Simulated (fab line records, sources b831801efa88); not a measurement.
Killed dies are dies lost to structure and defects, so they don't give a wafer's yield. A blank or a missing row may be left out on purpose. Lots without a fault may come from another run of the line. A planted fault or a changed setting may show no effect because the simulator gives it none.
Problem report in the 8D (eight disciplines) form, filled by code | flow gf180mcu | the parts of the form that need people (team, actions taken, sign-off) are left out

1. THE PROBLEM
oes_product_au at GF_MIM_METAL_ETCH_19 reads a mean of 0.790 a.u. on 6 wafers of 2 lots; wafers without a fault read 0.942 a.u. with a standard deviation of 0.0053. That is -29 standard deviations from the usual mean.
The step: etches the open film in Cl2/BCl3, stops on Si3N4, target depth 324.5 nm, time 54.1 s.
First seen on wafer L624.1, day 29 22:13, on rie_metal-02. The record holds 33 wafers of 11 lots with a number at this step. Rule for "out", or "out of limits": more than 4 standard deviations from the usual mean. The other wafers with a number count as sound.

2. WHAT IT IS AND WHAT IT IS NOT
question                    | is                                 | is not
which readings at this step | oes_product_au, throttle_valve_pct | drypump_motor_current_A, he_backside_leak_sccm, mfc_cl2_sccm
which lots                  | L624, L626                         | L610, L613, L620, L621, L622, L623, L625, L630, L633
which wafers of those lots  | all that have a number             | -
read on which tools         | rie_metal-02                       | rie_metal-01, rie_metal-04
when                        | from day 29 22:13                  | up to then (18 sound wafers); but 9 sound wafers of L625, L630, L633 came after

3. SUSPECTS, AND WHAT RULES EACH OUT
Counting: a tool at a process step up to the reading stays a suspect if it ran every lot that is out and no sound lot after the first of them.
- pvd_sputter-04 at GF_MIM_SPUTTER_02 (material AlCu, target thk 450 nm, time 23.9 s): ruled out as a lasting fault. Sound lots L625 ran on it after its first lot that is out, L624 (day 29 02:56).
- rie_metal-02 at GF_MIM_METAL_ETCH_19 (etches the open film in Cl2/BCl3, stops on Si3N4, target depth 324.5 nm, time 54.1 s): kept. It ran every lot that is out, first L624 (day 29 22:13), and no sound lot after that; its last sound lot up to then is L623 (day 29 11:07). Its own readings are out on those wafers: oes_product_au, throttle_valve_pct.
Left after counting: rie_metal-02 at GF_MIM_METAL_ETCH_19.

4. THE CAUSE (what the simulator had put in)
Process parameter drift: rie_metal-02, from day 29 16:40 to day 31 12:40, at GF_MIM_METAL_ETCH_19. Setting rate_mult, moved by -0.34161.
Counting left only this tool.

5. THE CHAIN OF EFFECTS, in route order
Each row: a reading whose mean over the struck wafers that have a number lies more than 3 standard deviations from the usual. Only readings for which the record gives a usual standard deviation are gone through. hours: the time from each lot's start at the first step in this table that gives one to its start at this step, as a median over the lots. sigmas: the change in usual standard deviations.
hours | step                    | reading                  | usual      | on struck wafers | change | sigmas
0     | GF_MIM_METAL_ETCH_19    | oes_product_au           | 0.942 a.u. | 0.790            | -0.152 | -29
0     | GF_MIM_METAL_ETCH_19    | throttle_valve_pct       | 28.282 %   | 28.448           | +0.166 | +15
0     | GF_MIM_STRIP_20         | oes_product_au           | 0.691 a.u. | 0.710            | +0.019 | +4.0
0     | GF_MIM_STRIP_20         | strip_time_to_endpoint_s | 11.22 s    | 11.69            | +0.47  | +12
74    | GF_PASSIVATION_PROBE_99 | defect_limited_yield     | 90.4 %     | 0.0              | -90.4  | -65
74    | GF_PASSIVATION_PROBE_99 | killed_at_other          | 0.1        | 442.3            | +442.2 | +99 or more
74    | GF_PASSIVATION_PROBE_99 | killed_dies              | 47         | 492              | +445   | +65
74    | GF_PASSIVATION_PROBE_99 | killed_on_rim            | 9          | 96               | +87    | +29
74    | GF_PASSIVATION_PROBE_99 | sort_bin_3_pad_short     | 0.45 %     | 90.41            | +89.96 | +99 or more
74    | GF_PASSIVATION_PROBE_99 | sort_n_pass              | 445        | 0                | -445   | -65
74    | GF_PASSIVATION_PROBE_99 | sort_yield_pct           | 90.4 %     | 0.0              | -90.4  | -65
The process steps in it:
- GF_MIM_METAL_ETCH_19: etches the open film in Cl2/BCl3, stops on Si3N4, target depth 324.5 nm, time 54.1 s.
- GF_MIM_STRIP_20: strips in O2/N2.
- GF_PASSIVATION_PROBE_99

6. WHAT WOULD HAVE CAUGHT IT SOONER
In this record the first reading out of limits was taken at day 29 22:13, 6 hours after the fault began at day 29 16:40.
